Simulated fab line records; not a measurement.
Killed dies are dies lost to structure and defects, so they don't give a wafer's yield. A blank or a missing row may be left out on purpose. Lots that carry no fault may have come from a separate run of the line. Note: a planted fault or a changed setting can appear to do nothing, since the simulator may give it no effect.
Chamber matching / flow sky130 / 4 sister chambers for SKY_VIA1_CMP_24 on cmp-02
The step polishes, stops on SiO2, t overpolish 15 s, target thk 0 nm. 8 wafers are shown with their chamber, then 7 later ones without.

## WAFERS, EACH WITH ITS CHAMBER
wafer=L084.1; chamber=1; motor-current-A (A)=12.2; overpolish-run-s (s)=14.988
wafer=L084.3; chamber=2; motor-current-A (A)=10.4; overpolish-run-s (s)=15.006
wafer=L084.6; chamber=3; motor-current-A (A)=10.5; overpolish-run-s (s)=14.985
wafer=L090.3; chamber=0; motor-current-A (A)=11.2; overpolish-run-s (s)=15.004
wafer=L090.4; chamber=1; motor-current-A (A)=11.1; overpolish-run-s (s)=14.994
wafer=L090.5; chamber=3; motor-current-A (A)=10.5; overpolish-run-s (s)=15.000
wafer=L094.3; chamber=0; motor-current-A (A)=10.8; overpolish-run-s (s)=14.997
wafer=L094.4; chamber=2; motor-current-A (A)=10.2; overpolish-run-s (s)=15.004

## WAFERS MISSING THEIR CHAMBER
wafer=L094.5; motor-current-A (A)=10.0; overpolish-run-s (s)=15.000
wafer=L095.2; motor-current-A (A)=10.5; overpolish-run-s (s)=15.018
wafer=L095.4; motor-current-A (A)=11.0; overpolish-run-s (s)=14.992
wafer=L095.5; motor-current-A (A)=11.2; overpolish-run-s (s)=14.994
wafer=L097.1; motor-current-A (A)=11.3; overpolish-run-s (s)=15.015
wafer=L097.2; motor-current-A (A)=10.3; overpolish-run-s (s)=14.998
wafer=L097.4; motor-current-A (A)=10.9; overpolish-run-s (s)=14.995

## CHAMBER TAKEN BY EACH
wafer=L094.5; from the rows above=can't be placed: 2 or 3 or 0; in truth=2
wafer=L095.2; from the rows above=can't be placed: 2 or 0 or 3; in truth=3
wafer=L095.4; from the rows above=can't be placed: 3 or 0 or 1 or 2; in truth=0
wafer=L095.5; from the rows above=can't be placed: 0 or 1 or 3 or 2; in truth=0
wafer=L097.1; from the rows above=can't be placed: 0 or 2 or 1 or 3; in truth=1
wafer=L097.2; from the rows above=can't be placed: 3 or 2 or 0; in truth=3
wafer=L097.4; from the rows above=can't be placed: 0 or 3 or 1 or 2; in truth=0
Placed correctly: 0 of 7. From these rows, 7 cannot be placed; in 7 the true chamber is one of the candidates. Placed wrongly: 0.
How it was worked out, from the rows above alone: a wafer's distance from a chamber is the root of the sum, over the readings, of the square of ((its reading less the chamber's mean) divided by the reading's scatter). If the next closest chamber is less than 2 further off than the closest, the wafer can't be placed; otherwise it belongs to the closest. A chamber's mean is the mean of its shown wafers. The scatter: the root of (the sum of the squares of (reading less its chamber's mean) over the shown wafers, divided by (wafers less chambers)).
